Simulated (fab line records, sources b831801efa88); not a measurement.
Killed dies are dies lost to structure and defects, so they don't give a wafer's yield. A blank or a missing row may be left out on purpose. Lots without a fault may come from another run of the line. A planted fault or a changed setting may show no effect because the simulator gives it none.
Tool commonality check | flow gf180mcu | 11 lots, 39 wafers sampled

WHY IT WAS OPENED
At GF_CONTACT_RS_MEAS_25 the reading CONTACT_W_RS is flagged on 2 of 11 lots. Wafers without a fault read 0.381 ohm/sq, standard deviation 0.005.
Rule: a lot is flagged when every wafer of it that has a number lies more than 4 standard deviations from that mean, or none has a number. The other lots count as sound.

lot  | measured     | on            | CONTACT_W_RS (ohm/sq), wafer by wafer | flag
L813 | day 16 20:40 | film_metro-02 | 0.374 0.376 0.380                     |
L815 | day 17 15:49 | film_metro-02 | 0.388 0.381 0.390                     |
L816 | day 18 01:59 | film_metro-04 | 0.379 0.375 0.373                     |
L817 | day 18 12:04 | film_metro-04 | 0.375 0.384 0.376                     |
L819 | day 19 04:57 | film_metro-04 | 0.390 0.382 0.380                     |
L823 | day 20 23:39 | film_metro-02 | 0.384 0.382 0.381                     |
L825 | day 21 08:11 | film_metro-04 | 0.382 0.374 0.383                     |
L829 | day 22 21:15 | film_metro-01 | 0.519 0.533 0.527 0.521 0.532 0.526   | FLAGGED
L830 | day 23 08:20 | film_metro-01 | 0.523 0.525 0.532 0.524 0.526 0.532   | FLAGGED
L831 | day 23 11:04 | film_metro-02 | 0.378 0.382 0.383                     |
L834 | day 24 04:17 | film_metro-02 | 0.381 0.383 0.383                     |
The numbers of the flagged lots are 0.527 ohm/sq on average: +0.146 ohm/sq against the usual, or +29 standard deviations.

WHICH TOOL RAN EACH LOT
The record holds 3 process steps before the reading, out of a route of 602 steps. In each cell: the tool, then ch and the chambers that the sampled wafers went through, then the start.
lot  | flag    | GF_CONTACT_CVD_02               | GF_CONTACT_SPUTTER_23        | GF_CONTACT_CVD_24
L813 |         | pecvd-02 ch 0,1,2, day 15 20:51 | pvd_sputter-01, day 16 20:31 | cvd_w-01 ch 0,1, day 16 20:34
L815 |         | pecvd-01 ch 0,1,2, day 16 16:14 | pvd_sputter-01, day 17 15:41 | cvd_w-01 ch 0,1, day 17 15:43
L816 |         | pecvd-01 ch 0,1, day 17 00:55   | pvd_sputter-02, day 18 01:42 | cvd_w-01 ch 0, day 18 01:46
L817 |         | pecvd-04 ch 0,2, day 17 10:41   | pvd_sputter-01, day 18 11:56 | cvd_w-01 ch 0,1, day 18 11:58
L819 |         | pecvd-01 ch 0,1,2, day 18 04:14 | pvd_sputter-04, day 19 04:49 | cvd_w-01 ch 0,1, day 19 04:51
L823 |         | pecvd-02 ch 0,1,2, day 19 21:40 | pvd_sputter-02, day 20 23:21 | cvd_w-02 ch 0, day 20 23:29
L825 |         | pecvd-04 ch 0,1,2, day 20 07:26 | pvd_sputter-02, day 21 08:03 | cvd_w-01 ch 0,1, day 21 08:05
L829 | FLAGGED | pecvd-02 ch 0,1,2, day 21 20:45 | pvd_sputter-02, day 22 21:04 | cvd_w-01 ch 0,1, day 22 21:08
L830 | FLAGGED | pecvd-02 ch 0,1, day 22 07:37   | pvd_sputter-04, day 23 08:10 | cvd_w-01 ch 0,1, day 23 08:13
L831 |         | pecvd-02 ch 0,1, day 22 10:46   | pvd_sputter-02, day 23 10:56 | cvd_w-02 ch 0,1, day 23 10:58
L834 |         | pecvd-01 ch 0,2, day 23 04:56   | pvd_sputter-02, day 24 04:10 | cvd_w-02 ch 0,1, day 24 04:11
What these steps do:
- GF_CONTACT_CVD_02: deposits SiO2 from TEOS, target thk 860 nm, time 95.992 s.
- GF_CONTACT_SPUTTER_23: material TiN, target thk 10 nm, time 40 s.
- GF_CONTACT_CVD_24: deposits W, target thk 300 nm, time 90.339 s.
- GF_CONTACT_RS_MEAS_25: measures by four-point-probe.

FLAGGED OVER TOTAL, TOOL BY TOOL (the gauges that took the reading come last)
step                  | tool           | lots run | flagged | share of the flagged lots | sound lots run after its first flagged lot
GF_CONTACT_CVD_02     | pecvd-01       | 4        | 0       | none                      | -
GF_CONTACT_CVD_02     | pecvd-02       | 5        | 2       | all                       | 1 (L831)
GF_CONTACT_CVD_02     | pecvd-04       | 2        | 0       | none                      | -
GF_CONTACT_SPUTTER_23 | pvd_sputter-01 | 3        | 0       | none                      | -
GF_CONTACT_SPUTTER_23 | pvd_sputter-02 | 6        | 1       | some                      | 2 (L831,L834)
GF_CONTACT_SPUTTER_23 | pvd_sputter-04 | 2        | 1       | some                      | 0
GF_CONTACT_CVD_24     | cvd_w-01       | 8        | 2       | all                       | 0
GF_CONTACT_CVD_24     | cvd_w-02       | 3        | 0       | none                      | -
GF_CONTACT_RS_MEAS_25 | film_metro-01  | 2        | 2       | all                       | 0
GF_CONTACT_RS_MEAS_25 | film_metro-02  | 5        | 0       | none                      | -
GF_CONTACT_RS_MEAS_25 | film_metro-04  | 4        | 0       | none                      | -

WHAT THE TABLE ALLOWS
3 rows of the table ran every flagged lot: pecvd-02 at GF_CONTACT_CVD_02, cvd_w-01 at GF_CONTACT_CVD_24, film_metro-01 at GF_CONTACT_RS_MEAS_25.
- pecvd-02 at GF_CONTACT_CVD_02: 2 of its 5 lots flagged. Sound lots ran on it after the first flagged one (L831), which a lasting fault on the whole tool wouldn't allow.
- cvd_w-01 at GF_CONTACT_CVD_24: 2 of its 8 lots flagged. Its last sound lot is L825 (day 21 08:05), its first flagged lot L829 (day 22 21:08): a fault that began between those two fits. Its own readings lie more than 4 standard deviations out on every wafer of the flagged lots: susceptor_temp_C.
- film_metro-01 at GF_CONTACT_RS_MEAS_25: 2 of its 2 lots flagged. It ran no sound lot before its first flagged lot in this sample, so the start can't be narrowed down.
Counting lots can't tell these 2 tools apart, because each fits a fault that began at some hour. More lots, or a look at what each step does to the wafer, might.

WHAT THE SIMULATOR HAD PUT IN
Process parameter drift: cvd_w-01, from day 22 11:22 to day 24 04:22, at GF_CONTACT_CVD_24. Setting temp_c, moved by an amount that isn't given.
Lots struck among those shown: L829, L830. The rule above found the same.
